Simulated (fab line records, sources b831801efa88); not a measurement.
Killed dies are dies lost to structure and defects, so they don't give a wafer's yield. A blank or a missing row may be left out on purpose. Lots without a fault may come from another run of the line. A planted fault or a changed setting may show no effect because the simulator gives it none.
Which tool did it? | flow sky130 | 11 lots, 33 wafers sampled, at 1 step of a route of 708

WHAT THE GAUGES READ, wafer by wafer
SKY_VT_ADJUST_LVTN_OVL_MEAS_18.
lot  | measured     | on         | VT_ADJUST_LVTN_01_OVL (nm)
L674 | day 8 03:00  | overlay-02 | 1.1 0.4 2.2
L675 | day 8 10:00  | overlay-02 | 1.5 2.3 1.5
L676 | day 8 11:50  | overlay-02 | 1.8 1.4 1.0
L677 | day 8 18:33  | overlay-01 | 0.6 0.2 -0.2
L678 | day 9 04:18  | overlay-02 | 2.4 1.6 2.3
L679 | day 9 11:54  | overlay-01 | 0.7 0.2 -1.0
L680 | day 9 12:51  | overlay-01 | -0.8 -1.4 -1.2
L681 | day 9 20:00  | overlay-01 | 2.3 1.4 2.2
L682 | day 10 02:34 | overlay-01 | 1.0 0.8 0.3
L683 | day 10 09:13 | overlay-01 | 1.8 1.9 -0.1
L684 | day 10 15:38 | overlay-01 | -0.8 0.5 0.7

WHICH TOOL RAN EACH LOT (tool, then ch and the chambers of the sampled wafers, then the start)
The record holds no process step before these readings.

WHAT THE TOOLS THEMSELVES READ (means of the sampled wafers that have a number; where no wafer has one, the mark that the record gives instead)
The record holds no such reading with a usual standard deviation.

THE ANSWER, worked out from the rows above alone
Rule: what is usual is taken from the lots themselves. Put in order of their means at a reading, lots are off if they are a third of the lots or fewer, leave a main group of 4 or more, and stand apart from it by a gap of 3 or more times the standard deviation of the main group's means; of several such gaps the widest counts. A main group whose means are all the same, to the digits that the tables above print for the reading, isn't used. A lot without any number at a reading at which 4 lots or more have one is off too. The other lots that the step has rows for count as sound. The gauges are gone through in route order, then the tools' own readings, and for those a lot's mean is taken as printed above. The first step at which some lot is off is used, and at that step the reading that is off furthest; a lot without a number counts as furthest.
No lot is off at any reading shown: from this, nothing can be told.

WHAT THE SIMULATOR HAD PUT IN
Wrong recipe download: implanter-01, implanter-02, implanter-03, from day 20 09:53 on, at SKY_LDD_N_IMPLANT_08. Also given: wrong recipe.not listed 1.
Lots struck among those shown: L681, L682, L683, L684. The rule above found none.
